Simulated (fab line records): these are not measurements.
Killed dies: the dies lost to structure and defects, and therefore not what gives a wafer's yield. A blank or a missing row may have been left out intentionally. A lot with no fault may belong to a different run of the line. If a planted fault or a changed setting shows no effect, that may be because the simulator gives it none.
Split-lot trial || flow sky130 || on a route of 708 steps: 5 lots, 23 wafers read

== SPLIT DETAILS ==
At SKY_VIA4_CMP_02 (polishes SiO2), the setting leave_above_ref_nm was moved away from the recipe's 580 nm on 6 of the 23 wafers read, by -6.6% to -1.9%. The other wafers ran this setting at the recipe's value.

== THE PATH FROM SPLIT TO READING: the file shows 1 step between them ==
- SKY_VIA4_DEVELOP_10: develop time 60 s (also split here: develop_time_s)

== THE READING ==
oes_product_au, in a.u., at SKY_VIA4_ETCH_12 (etches SiO2 in C4F8/O2/Ar, stops on TiN, target depth 580 nm). Fault-free wafers of this fab line usually give 0.925 a.u., standard deviation 0.0045 a.u.

{"wafer": "L074.1", "tool, chamber at the split": "cmp-02, 0,3,1", "leave_above_ref_nm as run, nm": 580, "against the recipe": "recipe", "oes_product_au, a.u.": 0.930, "against lot-mates on the recipe": "-"}
{"wafer": "L074.3", "tool, chamber at the split": "cmp-02, 1", "leave_above_ref_nm as run, nm": 580, "against the recipe": "recipe", "oes_product_au, a.u.": 0.919, "against lot-mates on the recipe": "-"}
{"wafer": "L074.4", "tool, chamber at the split": "cmp-02, 0,3,1", "leave_above_ref_nm as run, nm": 580, "against the recipe": "recipe", "oes_product_au, a.u.": 0.921, "against lot-mates on the recipe": "-"}
{"wafer": "L074.5", "tool, chamber at the split": "cmp-02, 0", "leave_above_ref_nm as run, nm": 580, "against the recipe": "recipe", "oes_product_au, a.u.": 0.922, "against lot-mates on the recipe": "-"}
{"wafer": "L074.6", "tool, chamber at the split": "cmp-02, 0,3,1", "leave_above_ref_nm as run, nm": 580, "against the recipe": "recipe", "oes_product_au, a.u.": 0.920, "against lot-mates on the recipe": "-"}
{"wafer": "L075.1", "tool, chamber at the split": "cmp-02, 1", "leave_above_ref_nm as run, nm": 580, "against the recipe": "recipe", "oes_product_au, a.u.": 0.925, "against lot-mates on the recipe": "-"}
{"wafer": "L075.3", "tool, chamber at the split": "cmp-02, 2", "leave_above_ref_nm as run, nm": 580, "against the recipe": "recipe", "oes_product_au, a.u.": 0.924, "against lot-mates on the recipe": "-"}
{"wafer": "L075.4", "tool, chamber at the split": "cmp-02, 0", "leave_above_ref_nm as run, nm": 561, "against the recipe": "-3.3%", "oes_product_au, a.u.": 0.905, "against lot-mates on the recipe": -0.019}
{"wafer": "L075.5", "tool, chamber at the split": "cmp-02, 3", "leave_above_ref_nm as run, nm": 561, "against the recipe": "-3.3%", "oes_product_au, a.u.": 0.904, "against lot-mates on the recipe": -0.020}
{"wafer": "L075.6", "tool, chamber at the split": "cmp-02, 0", "leave_above_ref_nm as run, nm": 580, "against the recipe": "recipe", "oes_product_au, a.u.": 0.923, "against lot-mates on the recipe": "-"}
{"wafer": "L078.2", "tool, chamber at the split": "cmp-02, 1", "leave_above_ref_nm as run, nm": 541.7, "against the recipe": "-6.6%", "oes_product_au, a.u.": 0.887, "against lot-mates on the recipe": -0.039}
{"wafer": "L078.3", "tool, chamber at the split": "cmp-02, 0,1", "leave_above_ref_nm as run, nm": 580, "against the recipe": "recipe", "oes_product_au, a.u.": 0.928, "against lot-mates on the recipe": "-"}
{"wafer": "L078.4", "tool, chamber at the split": "cmp-02, 2", "leave_above_ref_nm as run, nm": 541.7, "against the recipe": "-6.6%", "oes_product_au, a.u.": 0.891, "against lot-mates on the recipe": -0.035}
{"wafer": "L078.5", "tool, chamber at the split": "cmp-02, 0,1", "leave_above_ref_nm as run, nm": 580, "against the recipe": "recipe", "oes_product_au, a.u.": 0.928, "against lot-mates on the recipe": "-"}
{"wafer": "L078.6", "tool, chamber at the split": "cmp-02, 0", "leave_above_ref_nm as run, nm": 580, "against the recipe": "recipe", "oes_product_au, a.u.": 0.923, "against lot-mates on the recipe": "-"}
{"wafer": "L079.1", "tool, chamber at the split": "cmp-02, 2", "leave_above_ref_nm as run, nm": 580, "against the recipe": "recipe", "oes_product_au, a.u.": 0.923, "against lot-mates on the recipe": "-"}
{"wafer": "L079.2", "tool, chamber at the split": "cmp-02, 3", "leave_above_ref_nm as run, nm": 580, "against the recipe": "recipe", "oes_product_au, a.u.": 0.921, "against lot-mates on the recipe": "-"}
{"wafer": "L079.3", "tool, chamber at the split": "cmp-02, 1", "leave_above_ref_nm as run, nm": 580, "against the recipe": "recipe", "oes_product_au, a.u.": 0.925, "against lot-mates on the recipe": "-"}
{"wafer": "L081.2", "tool, chamber at the split": "cmp-01, 1", "leave_above_ref_nm as run, nm": 580, "against the recipe": "recipe", "oes_product_au, a.u.": 0.928, "against lot-mates on the recipe": "-"}
{"wafer": "L081.3", "tool, chamber at the split": "cmp-01, 2", "leave_above_ref_nm as run, nm": 580, "against the recipe": "recipe", "oes_product_au, a.u.": 0.928, "against lot-mates on the recipe": "-"}
{"wafer": "L081.4", "tool, chamber at the split": "cmp-01, 3", "leave_above_ref_nm as run, nm": 568.8, "against the recipe": "-1.9%", "oes_product_au, a.u.": 0.908, "against lot-mates on the recipe": -0.018}
{"wafer": "L081.5", "tool, chamber at the split": "cmp-01, 0", "leave_above_ref_nm as run, nm": 580, "against the recipe": "recipe", "oes_product_au, a.u.": 0.923, "against lot-mates on the recipe": "-"}
{"wafer": "L081.6", "tool, chamber at the split": "cmp-01, 3", "leave_above_ref_nm as run, nm": 568.8, "against the recipe": "-1.9%", "oes_product_au, a.u.": 0.905, "against lot-mates on the recipe": -0.021}
The file does not say which wafer passed through which chamber wherever a row lists several chambers: such a row stands for several wafers.

THE FIT
A straight line over all 23 wafers: oes_product_au changes by +0.00558 a.u. for each +1% of leave_above_ref_nm; r = +0.95; the points scatter about the line by 0.0036 a.u.
The same after taking each lot's own level away (the mean of its wafers on the recipe; 23 wafers): +0.00588 a.u. for each +1%; r = +0.96; scatter 0.0036 a.u.
Per that fit: largest leave_above_ref_nm move, reading shift of 0.039 a.u.
The lots' own levels span 0.9224 to 0.9263 a.u., that is 0.9 times the standard deviation above.
The two slopes agree, so the slope changes little with the lot-to-lot level.
Check: with one of the wafers moved furthest among these (-6.6%) left out of the fit, the line predicts -0.0395 a.u. for it against its lot-mates. It came out at -0.0393 a.u. against them.

== OTHER SPLITS ON THESE WAFERS ==
Note: prior to the reading, these wafers also went through further splits. Each is held against what the fit with the lots' levels taken away leaves over:
{"other split on the same wafers": "SKY_VIA4_DEVELOP_10 develop_time_s", "wafers away from the commonest value": 7, "r with oes_product_au (lot level and that fit taken away)": "+0.18"}

== THE WHOLE CHAIN: every reading that the file lists as answering this split, in the file's order ==
{"step": "SKY_VIA4_CMP_02", "what it does": "polishes SiO2", "reading": "SiO2_of_VIA4_HDPCVD_00.thk_nm (the simulator's own value, which no gauge read)", "change (the file's fit)": "+5.84 nm for each +1% of the setting", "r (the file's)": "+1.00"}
{"step": "SKY_VIA4_ETCH_12", "what it does": "etches SiO2 in C4F8/O2/Ar, stops on TiN, target depth 580 nm", "reading": "oes_product_au", "change (the file's fit)": "+0.00598 a.u. for each +1% of the setting", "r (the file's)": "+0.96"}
{"step": "SKY_VIA4_ETCH_12", "what it does": "etches SiO2 in C4F8/O2/Ar, stops on TiN, target depth 580 nm", "reading": "VIA4.feature_depth_nm (the simulator's own value, which no gauge read)", "change (the file's fit)": "+5.84 nm for each +1% of the setting", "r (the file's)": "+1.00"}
{"step": "SKY_METAL5_METAL_ETCH_15", "what it does": "etches the open film in Cl2/BCl3, stops on SiO2, target depth 1260 nm, time 252 s", "reading": "SiO2_of_VIA4_HDPCVD_00.thk_nm (the simulator's own value, which no gauge read)", "change (the file's fit)": "+5.96 nm for each +1% of the setting", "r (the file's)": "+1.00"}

== THE FILE'S OWN FIT ==
oes_product_au changes by +0.00598 a.u. for each +1% of leave_above_ref_nm, r = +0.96.
